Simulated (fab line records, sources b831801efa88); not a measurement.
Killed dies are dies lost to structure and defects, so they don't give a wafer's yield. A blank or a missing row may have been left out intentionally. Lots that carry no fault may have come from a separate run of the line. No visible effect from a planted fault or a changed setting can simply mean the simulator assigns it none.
Chamber matching / flow sky130 / SKY_METAL3_ETCH_17 on rieDiel-02: 4 sister chambers
The step etches SiO2 in C4F8/O2/Ar, stops on TiN, time 3.9 s, target depth 15 nm. 8 wafers are shown with their chamber, then 10 later ones without.

WAFERS WITH THEIR CHAMBER
wafer=L077.3; chamber=1; oesProductAu (a.u.)=0.753
wafer=L078.1; chamber=1; oesProductAu (a.u.)=0.748
wafer=L078.2; chamber=3; oesProductAu (a.u.)=0.755
wafer=L078.4; chamber=0; oesProductAu (a.u.)=0.760
wafer=L078.5; chamber=3; oesProductAu (a.u.)=0.769
wafer=L078.6; chamber=2; oesProductAu (a.u.)=0.764
wafer=L085.3; chamber=0; oesProductAu (a.u.)=0.765
wafer=L085.5; chamber=2; oesProductAu (a.u.)=0.769

WAFERS MISSING THEIR CHAMBER
wafer=L085.6; oesProductAu (a.u.)=0.760
wafer=L086.1; oesProductAu (a.u.)=0.749
wafer=L086.2; oesProductAu (a.u.)=0.759
wafer=L086.3; oesProductAu (a.u.)=0.765
wafer=L092.2; oesProductAu (a.u.)=0.760
wafer=L092.4; oesProductAu (a.u.)=0.756
wafer=L092.5; oesProductAu (a.u.)=0.767
wafer=L097.1; oesProductAu (a.u.)=0.760
wafer=L097.3; oesProductAu (a.u.)=0.757
wafer=L097.4; oesProductAu (a.u.)=0.751

EACH ONE'S CHAMBER
wafer=L085.6; from the rows above=can't be placed: 3 or 0 or 2 or 1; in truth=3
wafer=L086.1; from the rows above=can't be placed: 1 or 3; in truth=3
wafer=L086.2; from the rows above=can't be placed: 3 or 0 or 2 or 1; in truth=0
wafer=L086.3; from the rows above=can't be placed: 2 or 0 or 3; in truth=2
wafer=L092.2; from the rows above=can't be placed: 3 or 0 or 2 or 1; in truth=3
wafer=L092.4; from the rows above=can't be placed: 1 or 3 or 0 or 2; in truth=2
wafer=L092.5; from the rows above=can't be placed: 2 or 0 or 3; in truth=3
wafer=L097.1; from the rows above=can't be placed: 3 or 0 or 2 or 1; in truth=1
wafer=L097.3; from the rows above=can't be placed: 3 or 0 or 1 or 2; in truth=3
wafer=L097.4; from the rows above=can't be placed: 1 or 3 or 0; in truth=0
Placed correctly: 0 of 10. These rows do not allow placing 10 (true chamber among the candidates in 10). Number placed wrongly: 0.
How it was worked out, from the rows above alone: a wafer's distance from a chamber is the root of the sum, over the readings, of the square of ((its reading less the chamber's mean) divided by the reading's scatter). If the next closest chamber is less than 2 further off than the closest, the wafer can't be placed; otherwise it belongs to the closest. The mean given for a chamber averages the wafers shown for that chamber. The scatter: the root of (the sum of the squares of (reading less its chamber's mean) over the shown wafers, divided by (wafers less chambers)).
